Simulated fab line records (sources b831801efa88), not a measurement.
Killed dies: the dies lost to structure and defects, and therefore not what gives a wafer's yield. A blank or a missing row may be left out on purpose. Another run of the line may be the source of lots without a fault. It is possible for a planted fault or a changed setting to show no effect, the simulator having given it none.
Matching of chambers / flow sky130 / 4 sister chambers for SKY_VIA1_ETCH_15 on rie_diel-02
The step etches SiO2 in C4F8/O2/Ar, stops on TiN, target depth 351 nm, time 54 s. 8 wafers are shown with their chamber, then 8 later ones without.

WAFERS PAIRED WITH THEIR CHAMBERS
wafer=L084.6; chamber=2; oes_product_au (a.u.)=0.964
wafer=L088.1; chamber=3; oes_product_au (a.u.)=0.978
wafer=L088.2; chamber=0; oes_product_au (a.u.)=0.972
wafer=L088.3; chamber=1; oes_product_au (a.u.)=0.964
wafer=L083.1; chamber=3; oes_product_au (a.u.)=0.980
wafer=L083.2; chamber=1; oes_product_au (a.u.)=0.977
wafer=L083.3; chamber=2; oes_product_au (a.u.)=0.971
wafer=L083.4; chamber=0; oes_product_au (a.u.)=0.970

WAFERS WHOSE CHAMBER IS MISSING
wafer=L083.5; oes_product_au (a.u.)=0.973
wafer=L083.6; oes_product_au (a.u.)=0.972
wafer=L089.1; oes_product_au (a.u.)=0.967
wafer=L089.2; oes_product_au (a.u.)=0.960
wafer=L089.3; oes_product_au (a.u.)=0.973
wafer=L089.4; oes_product_au (a.u.)=0.982
wafer=L089.5; oes_product_au (a.u.)=0.977
wafer=L089.6; oes_product_au (a.u.)=0.955

WHICH CHAMBER EACH WENT THROUGH
wafer=L083.5; from the rows above=can't be placed: 0 or 1 or 2 or 3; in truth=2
wafer=L083.6; from the rows above=can't be placed: 0 or 1 or 2 or 3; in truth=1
wafer=L089.1; from the rows above=can't be placed: 2 or 1 or 0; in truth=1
wafer=L089.2; from the rows above=can't be placed: 2 or 1 or 0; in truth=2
wafer=L089.3; from the rows above=can't be placed: 0 or 1 or 2 or 3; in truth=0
wafer=L089.4; from the rows above=can't be placed: 3 or 0 or 1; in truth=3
wafer=L089.5; from the rows above=can't be placed: 3 or 0 or 1 or 2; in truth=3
wafer=L089.6; from the rows above=can't be placed: 2 or 1 or 0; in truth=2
Correctly placed: 0 of 8. Cannot be placed on the basis of these rows: 8; the candidates contain the true chamber in 8. Wrongly placed: 0.
How it was worked out, from the rows above alone: a wafer's distance from a chamber is the root of the sum, over the readings, of the square of ((its reading less the chamber's mean) divided by the reading's scatter). If the next closest chamber is less than 2 further off than the closest, the wafer can't be placed; otherwise it belongs to the closest. The mean given for a chamber averages the wafers shown for that chamber. The scatter: take each reading less its chamber's mean, square it, sum over the shown wafers, divide by the number of wafers less the number of chambers, and take the root.
